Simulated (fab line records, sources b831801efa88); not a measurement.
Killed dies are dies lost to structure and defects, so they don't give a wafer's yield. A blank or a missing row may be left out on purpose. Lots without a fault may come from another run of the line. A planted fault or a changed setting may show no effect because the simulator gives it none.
Which tool did it? | flow sky130 | 12 lots, 36 wafers sampled, at 4 steps of a route of 708

WHAT THE GAUGES READ, wafer by wafer
SKY_CONTACT_RS_MEAS_25: measures by four-point-probe.
lot  | measured     | on            | CONTACT_W_RS (ohm/sq)
L439 | day 32 12:22 | film_metro-03 | 0.344 0.345 0.341
L440 | day 32 18:00 | film_metro-01 | 0.343 0.347 0.346
L441 | day 33 09:47 | film_metro-03 | 0.341 0.341 0.342
L442 | day 33 16:47 | film_metro-02 | 0.338 0.341 0.333
L444 | day 34 04:21 | film_metro-02 | 0.340 0.345 0.339
L445 | day 34 14:44 | film_metro-01 | 0.338 0.344 0.342
L448 | day 35 16:41 | film_metro-02 | 0.347 0.340 0.342
L450 | day 35 22:55 | film_metro-02 | 0.342 0.338 0.340
L451 | day 36 19:56 | film_metro-03 | 0.344 0.344 0.340
L452 | day 37 03:46 | film_metro-01 | 0.346 0.344 0.347
L460 | day 39 04:43 | film_metro-03 | 0.343 0.340 0.339
L459 | day 39 08:04 | film_metro-02 | 0.338 0.338 0.336

WHICH TOOL RAN EACH LOT (tool, then ch and the chambers of the sampled wafers, then the start)
lot  | SKY_LI_CONTACT_SPUTTER_19    | SKY_CONTACT_ETCH_18                | SKY_CONTACT_STRIP_19
L439 | pvd_sputter-03, day 30 00:52 | rie_diel-04 ch 1,3, day 32 11:00   | plasma_asher-03 ch 0,1, day 32 11:14
L440 | pvd_sputter-03, day 30 07:07 | rie_diel-02 ch 0,2,3, day 32 17:00 | plasma_asher-04 ch 0,1, day 32 17:14
L441 | pvd_sputter-01, day 30 23:21 | rie_diel-04 ch 1,2, day 33 08:00   | plasma_asher-04 ch 0,1, day 33 08:56
L442 | pvd_sputter-01, day 31 06:20 | rie_diel-04 ch 0,1, day 33 15:00   | plasma_asher-02 ch 0,1, day 33 15:58
L444 | pvd_sputter-01, day 31 18:33 | rie_diel-02 ch 1,2, day 34 03:00   | plasma_asher-03 ch 0,1, day 34 03:34
L445 | pvd_sputter-03, day 32 05:33 | rie_diel-04 ch 0,2, day 34 13:00   | plasma_asher-04 ch 0,1, day 34 13:58
L448 | pvd_sputter-02, day 33 07:27 | rie_diel-04 ch 1,3, day 35 15:00   | plasma_asher-02 ch 0,1, day 35 15:49
L450 | pvd_sputter-03, day 33 14:28 | rie_diel-04 ch 0,2, day 35 22:00   | plasma_asher-04 ch 0,1, day 35 22:08
L451 | pvd_sputter-03, day 34 11:48 | rie_diel-04 ch 0,1,2, day 36 19:00 | plasma_asher-03 ch 0,1, day 36 19:10
L452 | pvd_sputter-01, day 34 19:29 | rie_diel-02 ch 1,3, day 37 02:00   | plasma_asher-03 ch 0,1, day 37 02:59
L460 | pvd_sputter-03, day 36 21:45 | rie_diel-03 ch 0,1,2, day 39 03:00 | plasma_asher-02 ch 0,1, day 39 03:56
L459 | pvd_sputter-01, day 37 01:35 | rie_diel-02 ch 1,2,3, day 39 07:00 | plasma_asher-02 ch 0,1, day 39 07:14
- SKY_LI_CONTACT_SPUTTER_19: material Ti, target thk 20 nm, time 106.37 s.
- SKY_CONTACT_ETCH_18: etches Si3N4 in CHF3/O2, stops on TiN, time 39 s, target depth 75 nm.
- SKY_CONTACT_STRIP_19: strips in O2/N2.

WHAT THE TOOLS THEMSELVES READ (means of the sampled wafers that have a number; where no wafer has one, the mark that the record gives instead)
SKY_LI_CONTACT_SPUTTER_19.
lot  | tool           | throttle_valve_pct (%)
L439 | pvd_sputter-03 | 29.0
L440 | pvd_sputter-03 | 29.0
L441 | pvd_sputter-01 | 29.8
L442 | pvd_sputter-01 | 30.0
L444 | pvd_sputter-01 | 29.9
L445 | pvd_sputter-03 | 29.2
L448 | pvd_sputter-02 | 30.3
L450 | pvd_sputter-03 | 28.9
L451 | pvd_sputter-03 | 29.8
L452 | pvd_sputter-01 | 29.5
L460 | pvd_sputter-03 | 28.8
L459 | pvd_sputter-01 | 30.2

SKY_CONTACT_ETCH_18.
lot  | tool        | drypump_motor_current_A (A) | oes_product_au (a.u.) | throttle_valve_pct (%)
L439 | rie_diel-04 | 5.7                         | 0.856                 | 8.795
L440 | rie_diel-02 | 5.4                         | 0.852                 | 8.791
L441 | rie_diel-04 | 5.5                         | 0.855                 | 8.799
L442 | rie_diel-04 | 5.2                         | 0.854                 | 8.787
L444 | rie_diel-02 | 6.1                         | 0.860                 | 8.797
L445 | rie_diel-04 | 5.5                         | 0.852                 | 8.790
L448 | rie_diel-04 | 6.1                         | 0.854                 | 8.797
L450 | rie_diel-04 | 5.5                         | 0.844                 | 8.782
L451 | rie_diel-04 | 5.4                         | 0.852                 | 8.797
L452 | rie_diel-02 | 5.4                         | 0.856                 | 8.793
L460 | rie_diel-03 | 5.7                         | 0.851                 | 8.792
L459 | rie_diel-02 | 5.7                         | 0.856                 | 8.794

SKY_CONTACT_STRIP_19.
lot  | tool            | drypump_motor_current_A (A) | n2_flow_sccm (sccm) | oes_product_au (a.u.) | strip_time_to_endpoint_s (s)
L439 | plasma_asher-03 | 6.2                         | 299.9               | 0.381                 | 3.65
L440 | plasma_asher-04 | 5.1                         | 299.6               | 0.383                 | 3.61
L441 | plasma_asher-04 | 5.0                         | 300.8               | 0.381                 | 3.65
L442 | plasma_asher-02 | 5.4                         | 299.9               | 0.381                 | 3.65
L444 | plasma_asher-03 | 6.2                         | 299.8               | 0.380                 | 3.62
L445 | plasma_asher-04 | 5.1                         | 300.2               | 0.382                 | 3.64
L448 | plasma_asher-02 | 5.4                         | 299.5               | 0.381                 | 3.63
L450 | plasma_asher-04 | 5.1                         | 300.2               | 0.384                 | 3.77
L451 | plasma_asher-03 | 6.0                         | 299.9               | 0.384                 | 3.73
L452 | plasma_asher-03 | 6.0                         | 300.7               | 0.384                 | 3.61
L460 | plasma_asher-02 | 5.4                         | 299.0               | 0.379                 | 3.60
L459 | plasma_asher-02 | 5.4                         | 300.0               | 0.382                 | 3.59

THE ANSWER, worked out from the rows above alone
Rule: what is usual is taken from the lots themselves. Put in order of their means at a reading, lots are off if they are a third of the lots or fewer, leave a main group of 4 or more, and stand apart from it by a gap of 3 or more times the standard deviation of the main group's means; of several such gaps the widest counts. A main group whose means are all the same, to the digits that the tables above print for the reading, isn't used. A lot without any number at a reading at which 4 lots or more have one is off too. The other lots that the step has rows for count as sound. The gauges are gone through in route order, then the tools' own readings, and for those a lot's mean is taken as printed above. The first step at which some lot is off is used, and at that step the reading that is off furthest; a lot without a number counts as furthest.
Off: L450, L451, at SKY_CONTACT_STRIP_19 (strip_time_to_endpoint_s). The main group: mean 3.62 s, standard deviation 0.021.
A tool fits if, at that step or a process step before it, it ran every lot that is off, and no sound lot after the first of them. One fits: rie_diel-04 at SKY_CONTACT_ETCH_18. Its last sound lot is L448 (day 35 15:00), its first lot that is off L450 (day 35 22:00): a fault that began between those two fits.

WHAT THE SIMULATOR HAD PUT IN
Process parameter drift: rie_diel-04, from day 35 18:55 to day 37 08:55, at SKY_CONTACT_ETCH_18. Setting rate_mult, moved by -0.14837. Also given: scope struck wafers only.
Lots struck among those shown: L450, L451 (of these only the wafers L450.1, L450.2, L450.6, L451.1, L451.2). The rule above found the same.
